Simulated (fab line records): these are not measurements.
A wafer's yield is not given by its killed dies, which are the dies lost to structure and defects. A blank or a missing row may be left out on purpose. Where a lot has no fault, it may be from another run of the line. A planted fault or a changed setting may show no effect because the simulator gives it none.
Split-lot trial + flow sky130 + on a route of 708 steps: 5 lots, 23 wafers read

## ON THE SPLIT
At SKY_VT_ADJUST_PCH_IMPLANT_08, the setting energy_kev was moved away from the recipe's 10 on 4 of the 23 wafers read, by -5.9% to -5.7%. The other wafers ran this setting at the recipe's value.

The split's own step is where the reading is taken.

## THE READING
The simulator's own value implant.drp_nm, read by no gauge, in nm at SKY_VT_ADJUST_PCH_IMPLANT_08. No usual value for it is given in the file.

| wafer  | tool, chamber at the split | energy_kev as run | against the recipe | implant.drp_nm, nm | against lot-mates on the recipe |
|--------|----------------------------|-------------------|--------------------|--------------------|---------------------------------|
| L075.1 | implanter-02, 0            | 10                | recipe             | 17.11              | -                               |
| L075.3 | implanter-02, 0            | 10                | recipe             | 17.11              | -                               |
| L075.4 | implanter-02, 0            | 10                | recipe             | 17.11              | -                               |
| L075.2 | implanter-02, 0            | 9.408             | -5.9%              | 16.4               | -0.71                           |
| L075.6 | implanter-02, 0            | 9.408             | -5.9%              | 16.4               | -0.71                           |
| L078.1 | implanter-02, 0            | 10                | recipe             | 17.11              | -                               |
| L078.2 | implanter-02, 0            | 10                | recipe             | 17.11              | -                               |
| L078.3 | implanter-02, 0            | 10                | recipe             | 17.11              | -                               |
| L078.4 | implanter-02, 0            | 10                | recipe             | 17.11              | -                               |
| L078.6 | implanter-02, 0            | 10                | recipe             | 17.11              | -                               |
| L079.2 | implanter-01, 0            | 10                | recipe             | 17.11              | -                               |
| L079.3 | implanter-01, 0            | 10                | recipe             | 17.11              | -                               |
| L079.4 | implanter-01, 0            | 10                | recipe             | 17.11              | -                               |
| L079.5 | implanter-01, 0            | 10                | recipe             | 17.11              | -                               |
| L079.6 | implanter-01, 0            | 10                | recipe             | 17.11              | -                               |
| L080.1 | implanter-01, 0            | 10                | recipe             | 17.11              | -                               |
| L080.5 | implanter-01, 0            | 10                | recipe             | 17.11              | -                               |
| L080.6 | implanter-01, 0            | 10                | recipe             | 17.11              | -                               |
| L081.1 | implanter-02, 0            | 9.433             | -5.7%              | 16.43              | -0.68                           |
| L081.4 | implanter-02, 0            | 9.433             | -5.7%              | 16.43              | -0.68                           |
| L081.2 | implanter-02, 0            | 10                | recipe             | 17.11              | -                               |
| L081.5 | implanter-02, 0            | 10                | recipe             | 17.11              | -                               |
| L081.6 | implanter-02, 0            | 10                | recipe             | 17.11              | -                               |

FIT RESULTS
A straight line over all 23 wafers: implant.drp_nm changes by +0.12 nm for each +1% of energy_kev; r = +1.00; the points scatter about the line by 3.8e-06 nm.
The same after taking each lot's own level away (the mean of its wafers on the recipe; 23 wafers): +0.12 nm for each +1%; r = +1.00; scatter 3.8e-06 nm.
That fit puts the effect of the largest move of energy_kev on the reading at 0.71 nm.
The lots' own levels span 17.110 to 17.110 nm.
The two slopes agree, so the slope changes little with the lot-to-lot level.
Check: -0.71 nm against its lot-mates is what the line predicts for one of the wafers moved furthest among these (-5.9%) when that wafer is left out of the fit. It came out at -0.71 nm against them.

## THE WHOLE CHAIN: every reading that the file lists as answering this split, in the file's order
| step                         | what it does | reading                                                         | change (the file's fit)               | r (the file's) |
|------------------------------|--------------|-----------------------------------------------------------------|---------------------------------------|----------------|
| SKY_VT_ADJUST_PCH_IMPLANT_08 |              | implant.rp_nm (the simulator's own value, which no gauge read)  | +0.27 nm for each +1% of the setting  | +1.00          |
| SKY_VT_ADJUST_PCH_IMPLANT_08 |              | implant.drp_nm (the simulator's own value, which no gauge read) | +0.121 nm for each +1% of the setting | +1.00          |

## THE FILE'S OWN FIT
implant.drp_nm changes by +0.121 nm for each +1% of energy_kev, r = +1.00.
